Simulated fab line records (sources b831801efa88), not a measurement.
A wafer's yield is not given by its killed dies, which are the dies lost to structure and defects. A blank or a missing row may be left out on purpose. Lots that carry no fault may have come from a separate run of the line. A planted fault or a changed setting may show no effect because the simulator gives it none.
Chamber matching | flow gf180mcu | 4 sister chambers for GF_POLY_GATE_ETCH_13 on rie-si-01
The step etches poly-Si in HBr/Cl2, stops on SiO2, target depth 198.5 nm, time 69.6 s. 4 wafers are shown with their chamber, then 7 later ones without.

EACH WAFER AND ITS CHAMBER
wafer  | chamber | drypump-motor-current-A (A)
L973.2 | 0       | 5.8
L978.3 | 1       | 5.4
L987.1 | 3       | 5.2
L987.2 | 2       | 6.4

WAFERS MISSING THEIR CHAMBER
wafer  | drypump-motor-current-A (A)
L987.5 | 5.2
L988.3 | 5.2
L988.4 | 6.4
L988.5 | 5.7
L991.2 | 5.8
L991.5 | 5.2
L991.6 | 6.4

WHICH CHAMBER EACH WENT THROUGH
wafer  | from the rows above | in truth
L987.5 | 3                   | 3
L988.3 | 3                   | 3
L988.4 | 2                   | 2
L988.5 | 0                   | 0
L991.2 | 0                   | 0
L991.5 | 3                   | 3
L991.6 | 2                   | 2
Placed correctly: 7 of 7. Number that these rows cannot place: 0. Wrongly placed: 0.
How it was worked out, from the rows above alone: a wafer's distance from a chamber is the root of the sum, over the readings, of the square of ((its reading less the chamber's mean) divided by the reading's scatter). The wafer belongs to the nearest chamber; if the next one is less than 2 further off, it can't be placed. The mean given for a chamber averages the wafers shown for that chamber. The scatter: root of mean squared gap, hidden wafer to nearest shown wafer, with one shown wafer a chamber.
